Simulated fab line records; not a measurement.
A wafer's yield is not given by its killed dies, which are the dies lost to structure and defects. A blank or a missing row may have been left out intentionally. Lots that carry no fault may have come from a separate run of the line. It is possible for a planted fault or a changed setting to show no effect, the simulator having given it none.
8D (eight disciplines) problem report, filled in by code :: flow gf180mcu :: the parts of the form that need people (team, actions taken, sign-off) are left out

## 1. WHAT IS WRONG
At GF_CONTACT_SOFTBAKE_10, heater-power-total-W averages 100.15 W over 2 wafers from 2 lots, while fault-free wafers read 93.06 W, standard deviation 0.057. So: +99 or more standard deviations from the usual mean.
The step: time 60 s.
Seen first at day 20 13:00 on litho-track-04, wafer L451.5. At this step, 40 wafers from 14 lots have a number in the record. The rule behind "out" and "out of limits": a value lying over 4 standard deviations away from the usual mean. The rest of the wafers with a number are treated as sound.

## 2. WHAT IT IS; WHAT IT IS NOT
question: which readings at this step
is: heater-power-total-W, run-length-s
is not: exhaust-pa

question: which lots
is: L451, L453
is not: L439, L441, L442, L443, L444, L445, L446, L447, L449, L459, L460, L462

question: which wafers of those lots
is: L451.5, L453.5
is not: L451.6, L453.2

question: read on which tools
is: litho-track-04
is not: litho-track-02, litho-track-03

question: when
is: from day 20 13:00
is not: up to then (28 sound wafers); but 10 sound wafers of L453, L459, L460, L462 came after

## 3. THE SUSPECTS, EACH WITH WHAT RULES IT OUT
Counting: a tool at a process step up to the reading stays a suspect if it ran every lot that is out. Sound lots after the first of them don't rule it out here, since some wafers of a struck lot are sound.
- litho-track-04 at GF_CONTACT_SOFTBAKE_10 (time 60 s): kept. It ran every lot that is out, first L451 (day 20 13:00); its last sound lot up to then is L447 (day 18 23:00). Its own heater-power-total-W, run-length-s readings are out on those wafers.
Remaining after the count: litho-track-04 at GF_CONTACT_SOFTBAKE_10.

## 4. THE CAUSE (what the simulator had put in)
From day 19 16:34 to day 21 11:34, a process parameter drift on litho-track-04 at GF_CONTACT_SOFTBAKE_10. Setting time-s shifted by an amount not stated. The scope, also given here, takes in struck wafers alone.
After counting, this tool was the only one left.

## 5. THE EFFECT CHAIN, in route order
Each row: a reading whose mean over the struck wafers that have a number lies more than 3 standard deviations from the usual. Only readings whose record carries a usual standard deviation are examined. hours: median over the lots of the time between each lot's start at the first step of this table that gives one and its start at this step. sigmas: the change, counted in usual standard deviations.
hours: 0
step: GF_CONTACT_SOFTBAKE_10
reading: heater-power-total-W
usual: 93.06 W
on struck wafers: 100.15
change: +7.09
sigmas: +99 or more

hours: 0
step: GF_CONTACT_SOFTBAKE_10
reading: run-length-s
usual: 89.24 s
on struck wafers: 77.20
change: -12.04
sigmas: -50
Here are the process steps it includes:
- GF_CONTACT_SOFTBAKE_10: time 60 s.

## 6. WHAT WOULD HAVE CAUGHT IT SOONER
In this record the first reading out of limits was taken at day 20 13:00, 20 hours after the fault began at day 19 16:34.
